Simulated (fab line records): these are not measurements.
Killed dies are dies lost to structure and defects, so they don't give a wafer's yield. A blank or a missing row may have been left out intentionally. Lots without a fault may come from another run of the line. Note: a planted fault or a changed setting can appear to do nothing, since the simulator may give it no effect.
2 desks looking at one fault + flow sfq_line + numbers are kept per desk, each desk with only its own; the story behind them comes last

FROM THE METROLOGY DESK
What the gauges read, lot by lot, whatever tool the lot ran on: means of the sampled wafers that have a number. Marked OUT: a lot whose mean sits more than 4 standard deviations from the usual mean, which makes it out of limits; the brackets give that distance.
Columns: A = INCOMING_BOW at SFQ_INCOMING_BOW_MEAS_900, usual 0 um
| lot  | first seen here | A  |
|------|-----------------|----|
| L334 | day 2 06:01     | -3 |
| L335 | day 2 11:01     | -7 |
| L341 | day 3 17:01     | -2 |
| L343 | day 4 03:02     | 2  |
| L349 | day 5 09:01     | 1  |
| L352 | day 6 00:00     | 0  |
Result from this desk: across the 6 lots, nothing is out of limits.

TOOL OWNER'S DESK, furnace-02
The tool's own readings at SFQ_TRILAYER_INCOMING_OXIDATION_002 (target thk 500 nm, ox time 4939 s): means of the sampled wafers that have a number, for each lot that ran on this tool. Marked OUT: a lot whose mean sits more than 4 standard deviations from the usual mean, which makes it out of limits; the brackets give that distance. It has 11 readings, of which 7 appear: the earliest out of limits, and the ones furthest out on some lot.
Columns: A = spike_tc_bottom_C at SFQ_TRILAYER_INCOMING_OXIDATION_002, usual 1018 C; B = spike_tc_centre_C at SFQ_TRILAYER_INCOMING_OXIDATION_002, usual 1001.4 C; C = spike_tc_lower_C at SFQ_TRILAYER_INCOMING_OXIDATION_002, usual 1001.0 C; D = spike_tc_top_C at SFQ_TRILAYER_INCOMING_OXIDATION_002, usual 1016.3 C; E = spike_tc_upper_C at SFQ_TRILAYER_INCOMING_OXIDATION_002, usual 1001.1 C; F = tube_center_temp_C at SFQ_TRILAYER_INCOMING_OXIDATION_002, usual 1000 C; G = tube_center_temp_C_max at SFQ_TRILAYER_INCOMING_OXIDATION_002, usual 1002.6
| lot  | first seen here | A              | B                | C                | D                | E                | F                      | G                        |
|------|-----------------|----------------|------------------|------------------|------------------|------------------|------------------------|--------------------------|
| L335 | day 2 11:07     | 1014           | 1000.6           | 1000.8           | 1013.3           | 1001.3           | 1000                   | 1002.4                   |
| L341 | day 3 17:07     | 1066 (+12) OUT | 1052.4 (+46) OUT | 1053.5 (+53) OUT | 1064.3 (+17) OUT | 1052.0 (+51) OUT | 1052 (+99 or more) OUT | 1054.7 (+99 or more) OUT |
| L343 | day 4 03:07     | 1066 (+12) OUT | 1054.2 (+48) OUT | 1052.7 (+52) OUT | 1064.8 (+17) OUT | 1054.4 (+54) OUT | 1052 (+99 or more) OUT | 1054.5 (+99 or more) OUT |
Finding of this desk: L341, L343 out of limits; the first was L341 at day 3 17:07, on spike_tc_bottom_C at SFQ_TRILAYER_INCOMING_OXIDATION_002. Within limits: L335.

PUT TOGETHER
The tool owner's desk could have raised an alarm at day 3 17:07, on L341, L343.
At the metrology desk, nothing out of limits was observed.
The metrology desk has L341, L343 on record, within its limits.
On furnace-02, each named lot ran SFQ_TRILAYER_INCOMING_OXIDATION_002.

WHAT WAS PUT IN BY THE SIMULATOR
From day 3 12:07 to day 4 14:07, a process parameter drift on furnace-02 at SFQ_TRILAYER_INCOMING_OXIDATION_002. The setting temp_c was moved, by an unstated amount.
Shown lots that were struck: L341, L343.
Hours from the fault's start to each desk's first reading out of limits: the tool owner's desk, 5.
